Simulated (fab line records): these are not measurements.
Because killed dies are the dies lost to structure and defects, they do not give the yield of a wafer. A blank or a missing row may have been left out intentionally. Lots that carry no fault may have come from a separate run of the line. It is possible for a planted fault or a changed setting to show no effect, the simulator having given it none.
Which tool was responsible? + flow sky130 + 6 lots with 18 wafers sampled at 2 steps, on a route of 708 steps

## WHAT THE GAUGES SHOWED, per wafer
SKY_FIELD_ISO_THK_MEAS_23.
| lot  | measured    | on            | FIELD_ISO_OXIDATION_01_THK (nm) |
|------|-------------|---------------|---------------------------------|
| L415 | day 2 18:20 | film-metro-03 | 9.67 9.82 9.70                  |
| L420 | day 3 20:59 | film-metro-02 | 9.77 9.86 9.93                  |
| L426 | day 5 04:15 | film-metro-03 | 9.99 9.88 9.88                  |
| L428 | day 5 13:59 | film-metro-03 | 9.56 9.51 9.68                  |
| L430 | day 6 01:13 | film-metro-03 | 9.82 9.78 9.98                  |
| L434 | day 6 23:25 | film-metro-02 | 9.42 9.50 9.52                  |

## TOOL THAT RAN EACH LOT (tool first, then ch and the chambers of the sampled wafers, then the start)
| lot  | SKY_FIELD_ISO_ETCH_17           |
|------|---------------------------------|
| L415 | rie-si-02 ch 0,1,2, day 2 15:49 |
| L420 | rie-si-02 ch 2,3, day 3 18:05   |
| L426 | rie-si-02 ch 0,1,2, day 5 01:11 |
| L428 | rie-si-02 ch 0,2,3, day 5 12:19 |
| L430 | rie-si-01 ch 0,1, day 5 20:01   |
| L434 | rie-si-01 ch 0,1,3, day 6 17:07 |
- SKY_FIELD_ISO_ETCH_17: etches Si in HBr/Cl2/O2, target depth 342 nm, time 97.7 s.

## THE ANSWER, worked out from the rows above alone
Rule: the lots themselves supply what counts as usual. Put in order of their means at a reading, lots are off if they are a third of the lots or fewer, leave a main group of 4 or more, and stand apart from it by a gap of 3 or more times the standard deviation of the main group's means; of several such gaps the widest counts. The tables above print the reading to a certain number of digits; a main group whose means all agree to those digits is not used. Also off: a lot with no number at a reading for which 4 or more lots have one. The other lots that the step has rows for count as sound.
No lot is off on any of the readings shown, so nothing can be concluded from this.

## WHAT HAD BEEN PUT IN BY THE SIMULATOR
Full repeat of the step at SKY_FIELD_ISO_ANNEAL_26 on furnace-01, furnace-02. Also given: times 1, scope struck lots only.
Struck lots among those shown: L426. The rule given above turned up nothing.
